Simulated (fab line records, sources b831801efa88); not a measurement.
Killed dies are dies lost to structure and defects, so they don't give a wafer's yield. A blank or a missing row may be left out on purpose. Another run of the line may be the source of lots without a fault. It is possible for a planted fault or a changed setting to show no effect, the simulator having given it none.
The tool behind it: which one? :: flow gf180mcu :: 15 lots, 45 wafers sampled, at 4 steps of a route of 602

== WHAT EACH GAUGE READ, for each wafer ==
No reading from a measuring or inspecting step in the record can be judged against a usual standard deviation.

== WHAT TOOL EACH LOT RAN ON (gives the tool, then ch and the chambers of the sampled wafers, and finally the start) ==
lot: L678
GF_V4_STRIP_18: plasma asher-01 ch 0,1, day 24 01:46
GF_V4_SPUTTER_21: pvd sputter-01, day 24 02:17
GF_MIM_SPUTTER_02: pvd sputter-02, day 24 03:07
GF_MIM_SPUTTER_04: pvd sputter-02, day 24 03:10

lot: L679
GF_V4_STRIP_18: plasma asher-01 ch 0,1, day 24 15:06
GF_V4_SPUTTER_21: pvd sputter-02, day 24 15:37
GF_MIM_SPUTTER_02: pvd sputter-03, day 24 16:26
GF_MIM_SPUTTER_04: pvd sputter-03, day 24 16:29

lot: L680
GF_V4_STRIP_18: plasma asher-02 ch 0,1, day 25 05:59
GF_V4_SPUTTER_21: pvd sputter-02, day 25 06:34
GF_MIM_SPUTTER_02: pvd sputter-04, day 25 07:29
GF_MIM_SPUTTER_04: pvd sputter-04, day 25 07:32

lot: L681
GF_V4_STRIP_18: plasma asher-02 ch 0,1, day 25 07:08
GF_V4_SPUTTER_21: pvd sputter-01, day 25 07:40
GF_MIM_SPUTTER_02: pvd sputter-02, day 25 08:37
GF_MIM_SPUTTER_04: pvd sputter-02, day 25 08:40

lot: L683
GF_V4_STRIP_18: plasma asher-01 ch 0,1, day 26 04:22
GF_V4_SPUTTER_21: pvd sputter-02, day 26 04:54
GF_MIM_SPUTTER_02: pvd sputter-03, day 26 05:44
GF_MIM_SPUTTER_04: pvd sputter-03, day 26 05:47

lot: L685
GF_V4_STRIP_18: plasma asher-01 ch 0,1, day 26 19:23
GF_V4_SPUTTER_21: pvd sputter-02, day 26 19:56
GF_MIM_SPUTTER_02: pvd sputter-02, day 26 20:46
GF_MIM_SPUTTER_04: pvd sputter-02, day 26 20:49

lot: L690
GF_V4_STRIP_18: plasma asher-01 ch 0,1, day 28 19:11
GF_V4_SPUTTER_21: pvd sputter-03, day 28 19:43
GF_MIM_SPUTTER_02: pvd sputter-04, day 28 20:32
GF_MIM_SPUTTER_04: pvd sputter-04, day 28 20:35

lot: L691
GF_V4_STRIP_18: plasma asher-03 ch 0,1, day 28 23:14
GF_V4_SPUTTER_21: pvd sputter-03, day 28 23:46
GF_MIM_SPUTTER_02: pvd sputter-04, day 29 00:38
GF_MIM_SPUTTER_04: pvd sputter-04, day 29 00:41

lot: L692
GF_V4_STRIP_18: plasma asher-03 ch 0,1, day 29 03:38
GF_V4_SPUTTER_21: pvd sputter-02, day 29 04:08
GF_MIM_SPUTTER_02: pvd sputter-02, day 29 05:10
GF_MIM_SPUTTER_04: pvd sputter-02, day 29 05:13

lot: L693
GF_V4_STRIP_18: plasma asher-01 ch 0,1, day 29 17:59
GF_V4_SPUTTER_21: pvd sputter-01, day 29 18:34
GF_MIM_SPUTTER_02: pvd sputter-03, day 29 19:23
GF_MIM_SPUTTER_04: pvd sputter-03, day 29 19:26

lot: L694
GF_V4_STRIP_18: plasma asher-02 ch 0,1, day 29 22:17
GF_V4_SPUTTER_21: pvd sputter-01, day 29 22:51
GF_MIM_SPUTTER_02: pvd sputter-03, day 29 23:44
GF_MIM_SPUTTER_04: pvd sputter-03, day 29 23:47

lot: L695
GF_V4_STRIP_18: plasma asher-02 ch 0,1, day 30 01:59
GF_V4_SPUTTER_21: pvd sputter-02, day 30 02:31
GF_MIM_SPUTTER_02: pvd sputter-02, day 30 03:20
GF_MIM_SPUTTER_04: pvd sputter-02, day 30 03:23

lot: L698
GF_V4_STRIP_18: plasma asher-01 ch 0,1, day 30 20:53
GF_V4_SPUTTER_21: pvd sputter-02, day 30 21:25
GF_MIM_SPUTTER_02: pvd sputter-04, day 30 22:15
GF_MIM_SPUTTER_04: pvd sputter-04, day 30 22:18

lot: L699
GF_V4_STRIP_18: plasma asher-03 ch 0,1, day 31 01:56
GF_V4_SPUTTER_21: pvd sputter-02, day 31 02:28
GF_MIM_SPUTTER_02: pvd sputter-03, day 31 03:42
GF_MIM_SPUTTER_04: pvd sputter-03, day 31 03:45

lot: L700
GF_V4_STRIP_18: plasma asher-02 ch 0,1, day 31 10:08
GF_V4_SPUTTER_21: pvd sputter-03, day 31 10:40
GF_MIM_SPUTTER_02: pvd sputter-04, day 31 11:29
GF_MIM_SPUTTER_04: pvd sputter-04, day 31 11:32
- GF_V4_STRIP_18: strips in O2/N2.
- GF_V4_SPUTTER_21: material Ti, target thk 15 nm, time 80.02 s.
- GF_MIM_SPUTTER_02: material AlCu, target thk 450 nm, time 23.9 s.
- GF_MIM_SPUTTER_04: material TiN, target thk 50 nm, time 41.7 s.

== WHAT THE TOOLS THEMSELVES READ (means of the sampled wafers that have a number; where no wafer has one, the mark that the record gives instead) ==
GF_V4_STRIP_18. Usual: drypump motor current A 5.9 A, standard deviation 0.39; heater power w 337 W, standard deviation 27; o2 flow sccm 3000 sccm, standard deviation 8.6; oes product au 0.594 a.u., standard deviation 0.005.
lot: L678
tool: plasma asher-01
drypump motor current A (A): 6.2
heater power w (W): 326
o2 flow sccm (sccm): 2993
oes product au (a.u.): 0.596
flag: 

lot: L679
tool: plasma asher-01
drypump motor current A (A): 5.8
heater power w (W): 355
o2 flow sccm (sccm): 3004
oes product au (a.u.): 0.590
flag: 

lot: L680
tool: plasma asher-02
drypump motor current A (A): 5.9
heater power w (W): 355
o2 flow sccm (sccm): 3003
oes product au (a.u.): 0.595
flag: 

lot: L681
tool: plasma asher-02
drypump motor current A (A): 5.9
heater power w (W): 351
o2 flow sccm (sccm): 3006
oes product au (a.u.): 0.592
flag: 

lot: L683
tool: plasma asher-01
drypump motor current A (A): 5.8
heater power w (W): 346
o2 flow sccm (sccm): 2999
oes product au (a.u.): 0.595
flag: 

lot: L685
tool: plasma asher-01
drypump motor current A (A): 5.8
heater power w (W): 343
o2 flow sccm (sccm): 2997
oes product au (a.u.): 0.598
flag: 

lot: L690
tool: plasma asher-01
drypump motor current A (A): 5.9
heater power w (W): 347
o2 flow sccm (sccm): 2998
oes product au (a.u.): 0.596
flag: 

lot: L691
tool: plasma asher-03
drypump motor current A (A): 5.7
heater power w (W): 302
o2 flow sccm (sccm): 3006
oes product au (a.u.): 0.599
flag: 

lot: L692
tool: plasma asher-03
drypump motor current A (A): 5.7
heater power w (W): 298
o2 flow sccm (sccm): 2994
oes product au (a.u.): 0.599
flag: 

lot: L693
tool: plasma asher-01
drypump motor current A (A): 6.2
heater power w (W): 324
o2 flow sccm (sccm): 2994
oes product au (a.u.): 0.592
flag: 

lot: L694
tool: plasma asher-02
drypump motor current A (A): 5.9
heater power w (W): 355
o2 flow sccm (sccm): 3014
oes product au (a.u.): 0.596
flag: 

lot: L695
tool: plasma asher-02
drypump motor current A (A): 5.8
heater power w (W): 345
o2 flow sccm (sccm): 2999
oes product au (a.u.): 0.594
flag: 

lot: L698
tool: plasma asher-01
drypump motor current A (A): 5.8
heater power w (W): 347
o2 flow sccm (sccm): 2999
oes product au (a.u.): 0.590
flag: 

lot: L699
tool: plasma asher-03
drypump motor current A (A): 5.9
heater power w (W): 290
o2 flow sccm (sccm): 2997
oes product au (a.u.): 0.598
flag: 

lot: L700
tool: plasma asher-02
drypump motor current A (A): 5.8
heater power w (W): 352
o2 flow sccm (sccm): 3002
oes product au (a.u.): 0.592
flag: 

GF_V4_SPUTTER_21. Usual: cathode dc power W 2500.0 W, standard deviation 0.47; chamber pressure pa 5.002 Pa, standard deviation 0.011; substrate temp c 200.01 C, standard deviation 0.17; throttle valve pct 30.5 %, standard deviation 0.69.
lot: L678
tool: pvd sputter-01
cathode dc power W (W): 2500.3
chamber pressure pa (Pa): 5.009
substrate temp c (C): 199.95
throttle valve pct (%): 30.6
flag: 

lot: L679
tool: pvd sputter-02
cathode dc power W (W): 2500.4
chamber pressure pa (Pa): 5.006
substrate temp c (C): 200.08
throttle valve pct (%): 30.5
flag: 

lot: L680
tool: pvd sputter-02
cathode dc power W (W): 2500.2
chamber pressure pa (Pa): 5.003
substrate temp c (C): 199.96
throttle valve pct (%): 30.8
flag: 

lot: L681
tool: pvd sputter-01
cathode dc power W (W): 2499.8
chamber pressure pa (Pa): 5.014
substrate temp c (C): 199.83
throttle valve pct (%): 30.5
flag: 

lot: L683
tool: pvd sputter-02
cathode dc power W (W): 2500.3
chamber pressure pa (Pa): 5.007
substrate temp c (C): 200.14
throttle valve pct (%): 31.0
flag: 

lot: L685
tool: pvd sputter-02
cathode dc power W (W): 2500.3
chamber pressure pa (Pa): 5.002
substrate temp c (C): 200.25
throttle valve pct (%): 29.9
flag: 

lot: L690
tool: pvd sputter-03
cathode dc power W (W): 2500.1
chamber pressure pa (Pa): 4.991
substrate temp c (C): 200.12
throttle valve pct (%): 30.4
flag: 

lot: L691
tool: pvd sputter-03
cathode dc power W (W): 2499.7
chamber pressure pa (Pa): 5.001
substrate temp c (C): 199.99
throttle valve pct (%): 30.7
flag: 

lot: L692
tool: pvd sputter-02
cathode dc power W (W): 2499.9
chamber pressure pa (Pa): 4.998
substrate temp c (C): 200.16
throttle valve pct (%): 31.0
flag: 

lot: L693
tool: pvd sputter-01
cathode dc power W (W): 2500.0
chamber pressure pa (Pa): 4.992
substrate temp c (C): 199.98
throttle valve pct (%): 30.5
flag: 

lot: L694
tool: pvd sputter-01
cathode dc power W (W): 2499.5
chamber pressure pa (Pa): 4.996
substrate temp c (C): 199.98
throttle valve pct (%): 30.7
flag: 

lot: L695
tool: pvd sputter-02
cathode dc power W (W): 2499.9
chamber pressure pa (Pa): 5.000
substrate temp c (C): 199.97
throttle valve pct (%): 30.0
flag: 

lot: L698
tool: pvd sputter-02
cathode dc power W (W): 2500.6
chamber pressure pa (Pa): 5.006
substrate temp c (C): 199.91
throttle valve pct (%): 30.8
flag: 

lot: L699
tool: pvd sputter-02
cathode dc power W (W): 2499.8
chamber pressure pa (Pa): 5.004
substrate temp c (C): 200.11
throttle valve pct (%): 30.9
flag: 

lot: L700
tool: pvd sputter-03
cathode dc power W (W): 2499.7
chamber pressure pa (Pa): 5.015
substrate temp c (C): 200.01
throttle valve pct (%): 30.8
flag: 

GF_MIM_SPUTTER_02. Usual: cathode dc power W 10600 W, standard deviation 1.9; chamber pressure pa 0.3999 Pa, standard deviation 0.0008; throttle valve pct 30.4 %, standard deviation 0.8.
lot: L678
tool: pvd sputter-02
cathode dc power W (W): 10600
chamber pressure pa (Pa): 0.4005
throttle valve pct (%): 31.4
flag: 

lot: L679
tool: pvd sputter-03
cathode dc power W (W): 10601
chamber pressure pa (Pa): 0.3996
throttle valve pct (%): 30.7
flag: 

lot: L680
tool: pvd sputter-04
cathode dc power W (W): 10600
chamber pressure pa (Pa): 0.4001
throttle valve pct (%): 29.7
flag: 

lot: L681
tool: pvd sputter-02
cathode dc power W (W): 10600
chamber pressure pa (Pa): 0.3994
throttle valve pct (%): 29.9
flag: 

lot: L683
tool: pvd sputter-03
cathode dc power W (W): 10600
chamber pressure pa (Pa): 0.3992
throttle valve pct (%): 30.7
flag: 

lot: L685
tool: pvd sputter-02
cathode dc power W (W): 10600
chamber pressure pa (Pa): 0.4001
throttle valve pct (%): 30.1
flag: 

lot: L690
tool: pvd sputter-04
cathode dc power W (W): 10602
chamber pressure pa (Pa): 0.4003
throttle valve pct (%): 30.3
flag: 

lot: L691
tool: pvd sputter-04
cathode dc power W (W): 10599
chamber pressure pa (Pa): 0.4001
throttle valve pct (%): 29.6
flag: 

lot: L692
tool: pvd sputter-02
cathode dc power W (W): 10600
chamber pressure pa (Pa): 0.3997
throttle valve pct (%): 30.5
flag: 

lot: L693
tool: pvd sputter-03
cathode dc power W (W): 10600
chamber pressure pa (Pa): 0.3993
throttle valve pct (%): 30.8
flag: 

lot: L694
tool: pvd sputter-03
cathode dc power W (W): 10599
chamber pressure pa (Pa): 0.4004
throttle valve pct (%): 30.8
flag: 

lot: L695
tool: pvd sputter-02
cathode dc power W (W): 10602
chamber pressure pa (Pa): 0.3992
throttle valve pct (%): 30.5
flag: 

lot: L698
tool: pvd sputter-04
cathode dc power W (W): 10599
chamber pressure pa (Pa): 0.4001
throttle valve pct (%): 30.1
flag: 

lot: L699
tool: pvd sputter-03
cathode dc power W (W): 10598
chamber pressure pa (Pa): 0.3999
throttle valve pct (%): 31.0
flag: 

lot: L700
tool: pvd sputter-04
cathode dc power W (W): 10601
chamber pressure pa (Pa): 0.3992
throttle valve pct (%): 29.5
flag: 

GF_MIM_SPUTTER_04. Usual: cathode dc power W 6500.0 W, standard deviation 1.2; chamber pressure pa 0.4000 Pa, standard deviation 0.00074; throttle valve pct 30.4 %, standard deviation 0.79.
lot: L678
tool: pvd sputter-02
cathode dc power W (W): 6499.9
chamber pressure pa (Pa): 0.4004
throttle valve pct (%): 31.3
flag: 

lot: L679
tool: pvd sputter-03
cathode dc power W (W): 6501.4
chamber pressure pa (Pa): 0.4001
throttle valve pct (%): 30.6
flag: 

lot: L680
tool: pvd sputter-04
cathode dc power W (W): 6498.8
chamber pressure pa (Pa): 0.4008
throttle valve pct (%): 29.7
flag: 

lot: L681
tool: pvd sputter-02
cathode dc power W (W): 6500.9
chamber pressure pa (Pa): 0.4006
throttle valve pct (%): 29.9
flag: 

lot: L683
tool: pvd sputter-03
cathode dc power W (W): 6499.1
chamber pressure pa (Pa): 0.4002
throttle valve pct (%): 30.7
flag: 

lot: L685
tool: pvd sputter-02
cathode dc power W (W): 6500.3
chamber pressure pa (Pa): 0.3997
throttle valve pct (%): 30.0
flag: 

lot: L690
tool: pvd sputter-04
cathode dc power W (W): -
chamber pressure pa (Pa): -
throttle valve pct (%): -
flag: OFF

lot: L691
tool: pvd sputter-04
cathode dc power W (W): -
chamber pressure pa (Pa): -
throttle valve pct (%): -
flag: OFF

lot: L692
tool: pvd sputter-02
cathode dc power W (W): -
chamber pressure pa (Pa): -
throttle valve pct (%): -
flag: OFF

lot: L693
tool: pvd sputter-03
cathode dc power W (W): 6501.0
chamber pressure pa (Pa): 0.3993
throttle valve pct (%): 30.7
flag: 

lot: L694
tool: pvd sputter-03
cathode dc power W (W): 6501.9
chamber pressure pa (Pa): 0.4005
throttle valve pct (%): 30.9
flag: 

lot: L695
tool: pvd sputter-02
cathode dc power W (W): 6499.6
chamber pressure pa (Pa): 0.3999
throttle valve pct (%): 30.4
flag: 

lot: L698
tool: pvd sputter-04
cathode dc power W (W): 6499.8
chamber pressure pa (Pa): 0.4001
throttle valve pct (%): 30.1
flag: 

lot: L699
tool: pvd sputter-03
cathode dc power W (W): 6499.1
chamber pressure pa (Pa): 0.3997
throttle valve pct (%): 30.8
flag: 

lot: L700
tool: pvd sputter-04
cathode dc power W (W): 6499.8
chamber pressure pa (Pa): 0.4003
throttle valve pct (%): 29.5
flag: 

== THE ANSWER, worked out from the rows above alone ==
Rule: a lot is off if the mean of its wafers that have a number lies more than 3 standard deviations from the usual mean. Also off: a lot with no number at a reading for which 4 or more lots have one. The other lots that the step has rows for count as sound. First the gauges in route order, then the tools' own readings, where a lot's mean is used as printed above. At the first step where some lot is off, the reading lying furthest off is the one used; lots without a number count as furthest.
Off at GF_MIM_SPUTTER_04 (cathode dc power W): L690, L691, L692. Without a number there: L690, L691, L692.
A tool fits if, at that step or a process step before it, it ran every lot that is off, and no sound lot after the first of them. Of those tried, none fits.

== WHAT THE SIMULATOR HAD PUT IN ==
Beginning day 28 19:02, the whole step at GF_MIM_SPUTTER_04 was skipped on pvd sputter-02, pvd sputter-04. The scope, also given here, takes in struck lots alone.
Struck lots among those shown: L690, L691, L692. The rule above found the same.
